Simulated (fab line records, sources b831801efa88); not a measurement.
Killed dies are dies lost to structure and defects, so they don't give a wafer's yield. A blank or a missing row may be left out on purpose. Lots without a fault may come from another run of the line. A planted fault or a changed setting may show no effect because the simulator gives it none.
Which tool did it? | flow sky130 | 24 lots, 72 wafers sampled, at 6 steps of a route of 708

WHAT THE GAUGES READ, wafer by wafer
SKY_CAPM_OVL_MEAS_12. Usual: CAPM_OVL -0.8 nm, standard deviation 1.4.
lot  | measured     | on         | CAPM_OVL (nm)  | flag
L074 | day 37 05:22 | overlay-01 | 0.5 -2.3 -1.7  |
L075 | day 37 19:32 | overlay-01 | -2.1 -0.4 -1.8 |
L076 | day 38 12:45 | overlay-02 | 1.3 0.8 -0.5   |
L077 | day 38 21:32 | overlay-02 | -0.1 -1.7 -1.5 |
L079 | day 39 02:06 | overlay-01 | -0.8 -0.3 0.9  |
L078 | day 39 08:40 | overlay-02 | 0.7 -0.4 0.2   |
L080 | day 39 13:01 | overlay-02 | 0.2 0.0 -0.5   |
L081 | day 40 01:38 | overlay-02 | 0.3 -0.2 -1.9  |
L082 | day 40 02:22 | overlay-01 | 0.4 -1.8 -1.4  |
L083 | day 40 03:47 | overlay-02 | -0.6 0.0 0.7   |
L084 | day 40 14:44 | overlay-01 | -0.8 0.5 0.0   |
L085 | day 41 00:19 | overlay-02 | -3.4 -2.2 -3.0 |
L086 | day 41 06:08 | overlay-02 | 0.6 0.0 -1.6   |
L087 | day 41 14:28 | overlay-01 | -2.3 -2.1 -1.1 |
L089 | day 41 21:41 | overlay-01 | -2.4 -1.4 -2.1 |
L088 | day 42 00:38 | overlay-01 | -4.3 -3.5 -2.4 |
L090 | day 42 10:07 | overlay-02 | 0.1 1.0 -1.3   |
L091 | day 42 15:53 | overlay-02 | -0.9 -0.9 1.6  |
L092 | day 42 18:41 | overlay-02 | -1.0 -0.7 1.8  |
L093 | day 43 02:28 | overlay-02 | -1.7 -1.0 -0.8 |
L094 | day 43 12:01 | overlay-02 | -2.0 0.3 -1.6  |
L095 | day 43 13:11 | overlay-01 | 0.3 -0.7 -0.5  |
L096 | day 43 18:13 | overlay-02 | -1.7 1.1 -1.7  |
L097 | day 44 03:49 | overlay-02 | -1.8 -1.4 -1.5 |

SKY_VIA3_RS_MEAS_22: measures by four-point-probe. Usual: VIA3_W_RS 0.294 ohm/sq, standard deviation 0.0051.
lot  | measured     | on            | VIA3_W_RS (ohm/sq) | flag
L074 | day 39 10:17 | film_metro-01 | 0.296 0.291 0.298  |
L075 | day 40 00:25 | film_metro-04 | 0.293 0.299 0.297  |
L076 | day 40 18:32 | film_metro-01 | 0.295 0.295 0.296  |
L077 | day 41 01:46 | film_metro-04 | 0.290 0.290 0.292  |
L079 | day 41 06:47 | film_metro-01 | 0.294 0.291 0.292  |
L078 | day 41 12:55 | film_metro-04 | 0.292 0.293 0.293  |
L080 | day 41 17:30 | film_metro-04 | 0.301 0.300 0.296  |
L081 | day 42 05:12 | film_metro-04 | 0.295 0.289 0.294  |
L082 | day 42 06:07 | film_metro-01 | 0.292 0.294 0.292  |
L083 | day 42 07:41 | film_metro-01 | 0.297 0.295 0.298  |
L084 | day 42 17:39 | film_metro-04 | 0.301 0.299 0.300  |
L085 | day 43 02:37 | film_metro-03 | 0.298 0.295 0.301  |
L086 | day 43 08:29 | film_metro-04 | 0.299 0.300 0.301  |
L087 | day 43 16:07 | film_metro-03 | 0.298 0.297 0.300  |
L089 | day 43 22:34 | film_metro-04 | 0.295 0.291 0.299  |
L088 | day 44 01:48 | film_metro-01 | 0.299 0.293 0.293  |
L090 | day 44 10:32 | film_metro-01 | 0.298 0.296 0.295  |
L091 | day 44 16:17 | film_metro-03 | 0.295 0.279 0.277  |
L092 | day 44 19:29 | film_metro-04 | 0.291 0.298 0.291  |
L093 | day 45 03:07 | film_metro-01 | 0.296 0.297 0.297  |
L094 | day 45 12:06 | film_metro-04 | 0.292 0.281 0.290  |
L095 | day 45 12:22 | film_metro-03 | 0.296 0.287 0.299  |
L096 | day 45 15:57 | film_metro-03 | 0.291 0.296 0.297  |
L097 | day 46 01:11 | film_metro-04 | 0.278 0.292 0.283  |

SKY_CAP2M_OVL_MEAS_12. Usual: CAP2M_OVL 0.3 nm, standard deviation 1.4.
lot  | measured     | on         | CAP2M_OVL (nm) | flag
L074 | day 40 10:37 | overlay-01 | -2.1 0.7 0.5   |
L075 | day 41 01:38 | overlay-01 | 2.2 0.3 0.6    |
L076 | day 41 19:12 | overlay-01 | 0.2 1.2 0.3    |
L077 | day 42 02:25 | overlay-02 | -0.4 1.0 0.2   |
L079 | day 42 06:58 | overlay-01 | -2.4 0.4 -1.9  |
L078 | day 42 12:58 | overlay-02 | 0.2 1.3 2.2    |
L080 | day 42 17:34 | overlay-02 | 2.8 1.9 1.3    |
L081 | day 43 04:58 | overlay-02 | 2.7 1.9 2.2    |
L082 | day 43 05:16 | overlay-01 | -1.0 0.6 -1.2  |
L083 | day 43 07:43 | overlay-02 | 0.6 1.9 1.1    |
L084 | day 43 17:23 | overlay-02 | -0.8 0.8 1.1   |
L085 | day 44 01:50 | overlay-02 | -0.5 1.6 -0.3  |
L086 | day 44 07:47 | overlay-02 | 0.2 0.3 0.1    |
L087 | day 44 14:55 | overlay-01 | 3.3 3.1 2.4    |
L089 | day 44 21:08 | overlay-02 | -0.1 -0.4 -1.7 |
L088 | day 45 00:57 | overlay-01 | -1.4 -0.1 0.8  |
L090 | day 45 08:45 | overlay-01 | -1.3 -0.8 0.8  |
L091 | day 45 14:17 | overlay-02 | 0.3 0.9 0.5    |
L092 | day 45 17:45 | overlay-01 | 0.5 -2.4 -0.1  |
L093 | day 46 00:28 | overlay-02 | 1.6 0.5 1.3    |
L094 | day 46 09:46 | overlay-01 | 0.1 -0.5 -1.2  |
L095 | day 46 10:04 | overlay-02 | -1.2 1.2 -1.7  |
L096 | day 46 13:03 | overlay-01 | -0.4 -1.5 -2.2 |
L097 | day 46 22:17 | overlay-01 | -1.5 -2.0 -1.3 |

SKY_VIA4_THK_MEAS_01. Usual: VIA4_HDPCVD_THK 1739 nm, standard deviation 18.
lot  | measured     | on            | VIA4_HDPCVD_THK (nm) | flag
L074 | day 41 12:54 | film_metro-03 | 1746 1732 1736       |
L075 | day 42 03:05 | film_metro-03 | 1719 1710 1743       |
L076 | day 42 20:17 | film_metro-04 | 1773 1750 1750       |
L077 | day 43 04:13 | film_metro-02 | 1729 1730 1732       |
L079 | day 43 08:23 | film_metro-02 | 1751 1748 1740       |
L078 | day 43 14:13 | film_metro-04 | 1747 1719 1743       |
L080 | day 43 18:31 | film_metro-04 | 1767 1760 1784       |
L081 | day 44 05:58 | film_metro-04 | 1706 1713 1723       |
L082 | day 44 06:28 | film_metro-02 | 1737 1743 1732       |
L083 | day 44 08:24 | film_metro-03 | 1750 1771 1736       |
L084 | day 44 17:02 | film_metro-03 | 1728 1758 1741       |
L085 | day 45 02:05 | film_metro-03 | 1704 1721 1745       |
L086 | day 45 07:19 | film_metro-03 | 1748 1748 1706       |
L087 | day 45 14:23 | film_metro-02 | 1755 1721 1763       |
L089 | day 45 20:36 | film_metro-04 | 1735 1739 1744       |
L088 | day 46 00:20 | film_metro-04 | 1727 1727 1741       |
L090 | day 46 07:50 | film_metro-04 | 1751 1755 1754       |
L091 | day 46 13:02 | film_metro-03 | 1737 1754 1728       |
L092 | day 46 16:15 | film_metro-03 | 1740 1743 1770       |
L093 | day 46 23:28 | film_metro-02 | 1742 1731 1747       |
L094 | day 47 08:31 | film_metro-04 | 1764 1760 1759       |
L095 | day 47 08:37 | film_metro-02 | 1722 1745 1715       |
L096 | day 47 12:06 | film_metro-03 | 1703 1721 1706       |
L097 | day 47 20:00 | film_metro-03 | 1730 1751 1734       |

WHICH TOOL RAN EACH LOT (tool, then ch and the chambers of the sampled wafers, then the start)
lot  | SKY_METAL3_ETCH_16                | SKY_VIA3_CMP_02
L074 | rie_metal-01 ch 0,1, day 38 07:32 | cmp-01 ch 0,1, day 38 08:37
L075 | rie_metal-01 ch 0,1, day 38 21:27 | cmp-01 ch 0,2,3, day 38 22:38
L076 | rie_metal-01 ch 0,1, day 39 14:58 | cmp-02 ch 1,2,3, day 39 16:29
L077 | rie_metal-03 ch 0,1, day 39 23:10 | cmp-02 ch 2,3, day 40 00:20
L079 | rie_metal-03 ch 0,1, day 40 03:42 | cmp-02 ch 1,2,3, day 40 04:54
L078 | rie_metal-04 ch 0,1, day 40 09:41 | cmp-02 ch 0,1,2, day 40 10:48
L080 | rie_metal-03 ch 0,1, day 40 14:59 | cmp-02 ch 0,2,3, day 40 16:17
L081 | rie_metal-01 ch 0,1, day 41 03:03 | cmp-01 ch 0,2,3, day 41 04:14
L082 | rie_metal-03 ch 0,1, day 41 03:48 | cmp-02 ch 0,3, day 41 04:56
L083 | rie_metal-04 ch 0,1, day 41 05:33 | cmp-01 ch 0,1, day 41 06:44
L084 | rie_metal-04 ch 0,1, day 41 15:39 | cmp-02 ch 0,2,3, day 41 16:54
L085 | rie_metal-03 ch 1, day 42 01:05   | cmp-02 ch 0,1,3, day 42 02:26
L086 | rie_metal-04 ch 0,1, day 42 06:29 | cmp-02 ch 0,3, day 42 07:42
L087 | rie_metal-04 ch 0,1, day 42 14:35 | cmp-02 ch 0,2, day 42 15:49
L089 | rie_metal-04 ch 0,1, day 42 21:43 | cmp-02 ch 0,1,2, day 42 22:56
L088 | rie_metal-03 ch 0,1, day 43 00:44 | cmp-02 ch 1,2,3, day 43 01:57
L090 | rie_metal-04 ch 0,1, day 43 09:44 | cmp-01 ch 2,3, day 43 10:54
L091 | rie_metal-04 ch 0,1, day 43 15:19 | cmp-02 ch 1,3, day 43 16:29
L092 | rie_metal-03 ch 0,1, day 43 18:45 | cmp-02 ch 2,3, day 43 19:55
L093 | rie_metal-03 ch 0,1, day 44 02:30 | cmp-02 ch 2,3, day 44 03:37
L094 | rie_metal-04 ch 0,1, day 44 11:45 | cmp-01 ch 1,2, day 44 12:55
L095 | rie_metal-01 ch 0,1, day 44 12:08 | cmp-02 ch 0,1,2, day 44 13:25
L096 | rie_metal-01 ch 0,1, day 44 16:50 | cmp-01 ch 0,1,2, day 44 17:58
L097 | rie_metal-03 ch 0,1, day 45 02:07 | cmp-01 ch 1,2, day 45 03:22
- SKY_METAL3_ETCH_16: etches BARC in N2/H2, stops on SiO2, time 88.2 s, target depth 60 nm.
- SKY_VIA3_CMP_02: polishes SiO2.

WHAT THE TOOLS THEMSELVES READ (means of the sampled wafers that have a number; where no wafer has one, the mark that the record gives instead)
SKY_METAL3_ETCH_16. Usual: drypump_motor_current_A 5.8 A, standard deviation 0.46; h2_flow_sccm 199.9 sccm, standard deviation 0.66; oes_product_au 0.626 a.u., standard deviation 0.0045; throttle_valve_pct 13.205 %, standard deviation 0.0096.
lot  | tool         | drypump_motor_current_A (A) | h2_flow_sccm (sccm) | oes_product_au (a.u.) | throttle_valve_pct (%) | flag
L074 | rie_metal-01 | 6.3                         | 200.2               | 0.629                 | 13.200                 |
L075 | rie_metal-01 | 6.4                         | 199.9               | 0.630                 | 13.203                 |
L076 | rie_metal-01 | 6.4                         | 199.6               | 0.630                 | 13.210                 |
L077 | rie_metal-03 | 5.3                         | 200.2               | 0.629                 | 13.197                 |
L079 | rie_metal-03 | 5.2                         | 198.7               | 0.629                 | 13.207                 |
L078 | rie_metal-04 | 5.9                         | 200.5               | 0.624                 | 13.206                 |
L080 | rie_metal-03 | 5.2                         | 199.6               | 0.625                 | 13.208                 |
L081 | rie_metal-01 | 6.5                         | 200.3               | 0.623                 | 13.208                 |
L082 | rie_metal-03 | 5.3                         | 200.6               | 0.625                 | 13.203                 |
L083 | rie_metal-04 | 5.9                         | 199.8               | 0.627                 | 13.207                 |
L084 | rie_metal-04 | 5.9                         | 199.9               | 0.626                 | 13.209                 |
L085 | rie_metal-03 | 5.1                         | 200.0               | 0.628                 | 13.205                 |
L086 | rie_metal-04 | 5.9                         | 200.1               | 0.629                 | 13.201                 |
L087 | rie_metal-04 | 5.9                         | 199.9               | 0.624                 | 13.200                 |
L089 | rie_metal-04 | 6.0                         | 200.0               | 0.627                 | 13.199                 |
L088 | rie_metal-03 | 5.3                         | 200.7               | 0.622                 | 13.201                 |
L090 | rie_metal-04 | 5.9                         | 199.6               | 0.622                 | 13.206                 |
L091 | rie_metal-04 | 5.9                         | 199.5               | 0.627                 | 13.208                 |
L092 | rie_metal-03 | 5.2                         | 199.3               | 0.627                 | 13.206                 |
L093 | rie_metal-03 | 5.3                         | 200.0               | 0.629                 | 13.218                 |
L094 | rie_metal-04 | 5.9                         | 199.8               | 0.624                 | 13.206                 |
L095 | rie_metal-01 | 6.5                         | 199.8               | 0.630                 | 13.208                 |
L096 | rie_metal-01 | 6.3                         | 199.8               | 0.628                 | 13.208                 |
L097 | rie_metal-03 | 5.3                         | 199.4               | 0.624                 | 13.213                 |

SKY_VIA3_CMP_02. Usual: motor_current_A 11.7 A, standard deviation 0.95; retaining_ring_pressure_frac 1.000, standard deviation 0.0049; slurry_filter_dp_kPa 13.49 kPa, standard deviation 0.14; slurry_flow_ml_min 150.0, standard deviation 0.49.
lot  | tool   | motor_current_A (A) | retaining_ring_pressure_frac | slurry_filter_dp_kPa (kPa) | slurry_flow_ml_min | flag
L074 | cmp-01 | 9.7                 | 0.999                        | 13.58                      | 150.5              |
L075 | cmp-01 | 11.8                | 1.005                        | 13.35                      | 150.1              |
L076 | cmp-02 | 11.9                | 0.996                        | 13.55                      | 149.6              |
L077 | cmp-02 | 12.1                | 0.997                        | 13.56                      | 149.8              |
L079 | cmp-02 | 11.8                | 0.999                        | 13.63                      | 150.2              |
L078 | cmp-02 | 11.8                | 0.997                        | 13.53                      | 150.2              |
L080 | cmp-02 | 12.0                | 1.004                        | 13.51                      | 150.8              |
L081 | cmp-01 | 11.3                | 0.998                        | 13.55                      | 150.4              |
L082 | cmp-02 | 12.0                | 1.001                        | 13.43                      | 151.0              |
L083 | cmp-01 | 10.0                | 0.996                        | 13.47                      | 150.0              |
L084 | cmp-02 | 12.4                | 0.996                        | 13.50                      | 149.7              |
L085 | cmp-02 | 11.8                | 0.999                        | 13.52                      | 149.9              |
L086 | cmp-02 | 11.8                | 1.000                        | 13.54                      | 149.7              |
L087 | cmp-02 | 12.3                | 1.002                        | 13.38                      | 149.7              |
L089 | cmp-02 | 11.9                | 1.000                        | 13.52                      | 150.0              |
L088 | cmp-02 | 11.9                | 0.998                        | 13.51                      | 150.5              |
L090 | cmp-01 | 12.5                | 0.993                        | 13.43                      | 149.6              |
L091 | cmp-02 | 12.0                | 1.000                        | 13.48                      | 149.8              |
L092 | cmp-02 | 12.5                | 0.992                        | 13.49                      | 150.3              |
L093 | cmp-02 | 12.3                | 1.000                        | 13.52                      | 149.9              |
L094 | cmp-01 | 11.8                | 1.002                        | 13.43                      | 149.5              |
L095 | cmp-02 | 12.5                | 1.000                        | 13.61                      | 150.0              |
L096 | cmp-01 | 10.8                | 1.001                        | 13.38                      | 150.1              |
L097 | cmp-01 | 10.7                | 1.006                        | 13.45                      | 149.9              |

THE ANSWER, worked out from the rows above alone
Rule: a lot is off if the mean of its wafers that have a number lies more than 3 standard deviations from the usual mean. A lot without any number at a reading at which 4 lots or more have one is off too. The other lots that the step has rows for count as sound. The gauges are gone through in route order, then the tools' own readings, and for those a lot's mean is taken as printed above. The first step at which some lot is off is used, and at that step the reading that is off furthest; a lot without a number counts as furthest.
No lot is off at any reading shown: from this, nothing can be told.

WHAT THE SIMULATOR HAD PUT IN
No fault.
